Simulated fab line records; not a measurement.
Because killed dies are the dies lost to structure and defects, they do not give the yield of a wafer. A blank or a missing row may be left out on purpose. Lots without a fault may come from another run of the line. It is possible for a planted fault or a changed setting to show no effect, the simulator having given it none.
Chamber matching ; flow gf180mcu ; 4 sister chambers for GF_V1_CMP_26 on cmp-02
The step polishes, stops on SiO2, t overpolish 15 s, target thk 0 nm. 8 wafers are shown with their chamber, then 8 later ones without.

WAFERS WITH THEIR CHAMBER
wafer;chamber;platen rpm (rpm);motor current A (A)
L422.1;0;60.03;11.3
L422.6;3;59.96;11.1
L426.5;3;59.98;10.7
L440.3;0;60.06;11.3
L441.3;1;60.04;11.2
L441.5;1;60.01;10.7
L441.6;2;59.98;11.4
L442.3;2;59.99;11.4

WAFERS MISSING THEIR CHAMBER
wafer;platen rpm (rpm);motor current A (A)
L442.5;59.93;11.4
L442.6;59.99;11.6
L444.2;60.04;11.2
L444.4;60.01;11.3
L444.6;60.04;11.0
L443.2;59.96;10.3
L443.4;59.97;11.6
L443.5;60.04;11.2

WHICH CHAMBER EACH WENT THROUGH
wafer;from the rows above;in truth
L442.5;can't be placed: 3 or 2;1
L442.6;2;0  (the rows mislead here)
L444.2;can't be placed: 0 or 1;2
L444.4;can't be placed: 2 or 1 or 0 or 3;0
L444.6;can't be placed: 1 or 0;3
L443.2;3;3
L443.4;can't be placed: 2 or 3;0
L443.5;can't be placed: 0 or 1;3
Placed correctly: 1 of 8. These rows do not allow placing 6 (true chamber among the candidates in 1). Wrongly placed: 1.
How it was worked out, from the rows above alone: a wafer's distance from a chamber is the root of the sum, over the readings, of the square of ((its reading less the chamber's mean) divided by the reading's scatter). If the next closest chamber is less than 2 further off than the closest, the wafer can't be placed; otherwise it belongs to the closest. The mean given for a chamber averages the wafers shown for that chamber. The scatter: the root of (the sum of the squares of (reading less its chamber's mean) over the shown wafers, divided by (wafers less chambers)).
